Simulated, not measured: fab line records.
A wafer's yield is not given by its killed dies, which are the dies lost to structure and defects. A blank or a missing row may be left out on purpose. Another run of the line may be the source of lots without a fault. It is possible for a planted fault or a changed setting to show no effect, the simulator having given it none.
Struck lot and sound lot, side by side / flow sfq line / 42 out of 325 route steps
Sound: the wafers L254.1, L254.2, L254.6. Struck: wafer L263.3 (left out: L263.2, L263.6 of the same lot, which were not struck); the cause appears at the end.
Per side, at each step with rows, come the tool, then ch with its chambers, and then its first start. Under that, the readings that differ: sound wafers / struck wafers / difference of the means / sigmas: that difference in standard deviations of wafers without a fault.
alike: readings whose means differ by less than 2 such deviations, and words and numbers that are the same on both sides. not compared: withheld readings, readings that some wafer has no value for, bounds like >300 that may hide the same value, and numbers for which the record gives no deviation and whose values overlap.
Wherever a step has rows on one side only, a row that says differs or no value, or a row with sigmas, the two part there. When numbers do not overlap yet have no deviation, they are printed without sigmas and do not part them. A reading missing from all wafers of one side parts the sides only when that side holds two or more wafers.

first, 6 steps without rows for these wafers: SFQ_TRILAYER_L0_VIA_LITHO_COAT_018 (resist thk 62 nm); SFQ_TRILAYER_L0_VIA_LITHO_COAT_013 (resist thk 650 nm); SFQ_TRILAYER_L0_VIA_LITHO_SOFTBAKE_017; SFQ_TRILAYER_L0_VIA_LITHO_EXPOSE_014 (exposes mask L0V, target cd 700 nm); SFQ_TRILAYER_L0_VIA_LITHO_PEB_016 (peb time 60 s); SFQ_TRILAYER_L0_VIA_LITHO_DEVELOP_015 (time 60 s).
SFQ_L0V_OVL_MEAS_903:
  sound on overlay-01, day 7 16:17; struck on overlay-02, day 11 00:52
  alike: L0V_OVL
then, 2 steps without rows for these wafers: SFQ_TRILAYER_L0_VIA_BARC_OPEN_VIA_ETCH_021 (etches BARC in O2, target depth 125 nm, time 41.7 s); SFQ_TRILAYER_L0_VIA_ETCH_VIA_ETCH_016 (etches SiO2 in CHF3, stops on MoNx KI, target depth 80 nm).
SFQ_TRILAYER_L0_VIA_STRIP_STRIP_017: strips in O2.
  sound on rie metal-04 ch 0,1, day 7 16:24; struck on rie metal-01 ch 1, day 11 00:59
  alike: drypump motor current A, oes product au, platen temp c
  not compared: rf hours counter h
then, 2 steps without rows for these wafers: SFQ_TRILAYER_L0_VIA_STRIP_SOLV_CLEAN_018 (cleans in NMP, time 600 s); SFQ_TRILAYER_M0_DEP_PRE_CLEAN_020 (time 15 s).
SFQ_TRILAYER_M0_DEP_SPUTTER_019: material Nb, target thk 200 nm, time 133.3 s.
  sound on pvd sputter-04, day 7 17:12; struck on pvd sputter-03, day 11 01:48
reading=throttle valve pct (%); sound=31.2 32.0 31.7; struck=28.1; difference=-3.5; sigmas=-3
reading=model.Nb_of_TRILAYER_M0_DEP_SPUTTER_019.thk nm (nm); sound=198.1 198.4 200.9; struck=172.5; difference=-26.6; sigmas=
  alike: base pressure pa
SFQ_M0_RS_MEAS_904: a four-point-probe measurement.
  sound on film metro-04, day 7 17:17; struck on film metro-03, day 11 01:55
reading=M0_NB_RS (ohm/sq); sound=0.898 0.896 0.887; struck=1.031; difference=+0.137; sigmas=+12
then, 6 steps without rows for these wafers: SFQ_TRILAYER_M0_LITHO_COAT_026 (resist thk 62 nm); SFQ_TRILAYER_M0_LITHO_COAT_021 (resist thk 600 nm); SFQ_TRILAYER_M0_LITHO_SOFTBAKE_025; SFQ_TRILAYER_M0_LITHO_EXPOSE_022 (exposes mask M0, target cd 500 nm); SFQ_TRILAYER_M0_LITHO_PEB_024 (peb time 60 s); SFQ_TRILAYER_M0_LITHO_DEVELOP_023 (time 60 s).
-- the record jumps here: 2 days lie between the struck wafers' starts before and after --
SFQ_M0_OVL_MEAS_906:
  sound on overlay-02, day 11 21:49; struck on overlay-01, day 13 13:26
  alike: M0_OVL
SFQ_TRILAYER_M0_BARC_OPEN_METAL_ETCH_031: etches BARC in O2, target depth 125 nm, time 41.7 s.
  sound on rie metal-04 ch 0, day 11 21:52; struck on rie metal-04 ch 0, day 13 13:28
reading=bias w (W); sound=80.10 80.24 80.20; struck=79.67; difference=-0.51; sigmas=-2
  alike: drypump motor current A, oes product au
  not compared: rf hours counter h
SFQ_TRILAYER_M0_ETCH_METAL_ETCH_024: etches Nb in Cl2/Ar, stops on SiO2, target depth 240 nm, time 120 s.
  sound on rie metal-04 ch 0, day 11 21:59; struck on rie metal-04 ch 0, day 13 13:31
reading=oes product au (a.u.); sound=0.892 0.886 0.902; struck=0.818; difference=-0.075; sigmas=-10
  alike: bias w, drypump motor current A
  not compared: rf hours counter h
SFQ_TRILAYER_M0_STRIP_STRIP_025: strips in O2.
  sound on rie metal-04 ch 0, day 11 22:14; struck on rie metal-04 ch 0, day 13 13:38
  alike: drypump motor current A, oes product au, platen temp c
  not compared: rf hours counter h
then, 3 steps without rows for these wafers: SFQ_TRILAYER_M0_STRIP_SOLV_CLEAN_026 (cleans in NMP, time 600 s); SFQ_TRILAYER_I0_DEP_PECVD_027 (deposits SiO2 from SiH4/N2O, time 111.11 s, target thk 500 nm); SFQ_TRILAYER_I0_CMP_CMP_028 (polishes SiO2).
SFQ_I0_BOW_MEAS_907:
  sound on film metro-02, day 12 03:38; struck on film metro-01, day 13 21:02
  alike: I0_BOW
then, 7 steps without rows for these wafers: SFQ_TRILAYER_I0_METRO_MEASURE_029; SFQ_TRILAYER_I0_VIA_LITHO_COAT_036 (resist thk 62 nm); SFQ_TRILAYER_I0_VIA_LITHO_COAT_031 (resist thk 650 nm); SFQ_TRILAYER_I0_VIA_LITHO_SOFTBAKE_035; SFQ_TRILAYER_I0_VIA_LITHO_EXPOSE_032 (exposes mask I0, target cd 500 nm); SFQ_TRILAYER_I0_VIA_LITHO_PEB_034 (peb time 60 s); SFQ_TRILAYER_I0_VIA_LITHO_DEVELOP_033 (time 60 s).
-- the record jumps here: 5 days lie between the struck wafers' starts before and after --
SFQ_I0_OVL_MEAS_908:
  sound on overlay-01, day 16 13:21; struck on overlay-02, day 18 13:28
  alike: I0_OVL
then, 1 step without rows for these wafers: SFQ_TRILAYER_I0_VIA_BARC_OPEN_VIA_ETCH_046 (etches BARC in O2, target depth 125 nm, time 41.7 s).
SFQ_TRILAYER_I0_VIA_ETCH_VIA_ETCH_034: etches SiO2 in CHF3, stops on Nb, target depth 260 nm.
  sound on rie diel-03 ch 0,3, day 16 13:26; struck on rie diel-03 ch 3, day 18 13:32
reading=drypump motor current A (A); sound=6.5 5.0 6.5; struck=5.0; difference=-1.0; sigmas=-2
  alike: bias w, oes product au
SFQ_TRILAYER_I0_VIA_STRIP_STRIP_035: strips in O2.
  sound on rie metal-04 ch 0,1, day 16 13:32; struck on rie metal-02 ch 1, day 18 13:39
  alike: drypump motor current A, oes product au, platen temp c
  not compared: rf hours counter h
then, 2 steps without rows for these wafers: SFQ_TRILAYER_I0_VIA_STRIP_SOLV_CLEAN_036 (cleans in NMP, time 600 s); SFQ_TRILAYER_M1_DEP_PRE_CLEAN_038 (time 22.5 s).
-- the record jumps here: 57 days lie between the struck wafers' starts before and after --
SFQ_M8_BOW_MEAS_951:
  sound on film metro-01, day 68 20:48; struck on film metro-02, day 75 09:39
reading=model.etest.m0.ohm um; sound=1.801 1.801 1.779; struck=2.076; difference=+0.282; sigmas=
reading=model.etest.m0.ohm sq; sound=0.8987 0.8974 0.8861; struck=1.032; difference=+0.138; sigmas=
reading=model.etest.i0.link ohm; sound=1.97 1.964 1.943; struck=2.103; difference=+0.144; sigmas=
  alike: M8_BOW

== WHERE THEY PART ==
At SFQ_TRILAYER_M0_DEP_SPUTTER_019 first; at SFQ_TRILAYER_I0_VIA_ETCH_VIA_ETCH_034 last (within this record only). Later steps at which nothing parts them and some readings are alike: SFQ_TRILAYER_I0_VIA_STRIP_STRIP_035, SFQ_M8_BOW_MEAS_951.

WHY: what the simulator had put in
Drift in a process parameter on pvd sputter-03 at SFQ_TRILAYER_M0_DEP_SPUTTER_019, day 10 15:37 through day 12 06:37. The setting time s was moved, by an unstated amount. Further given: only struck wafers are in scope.
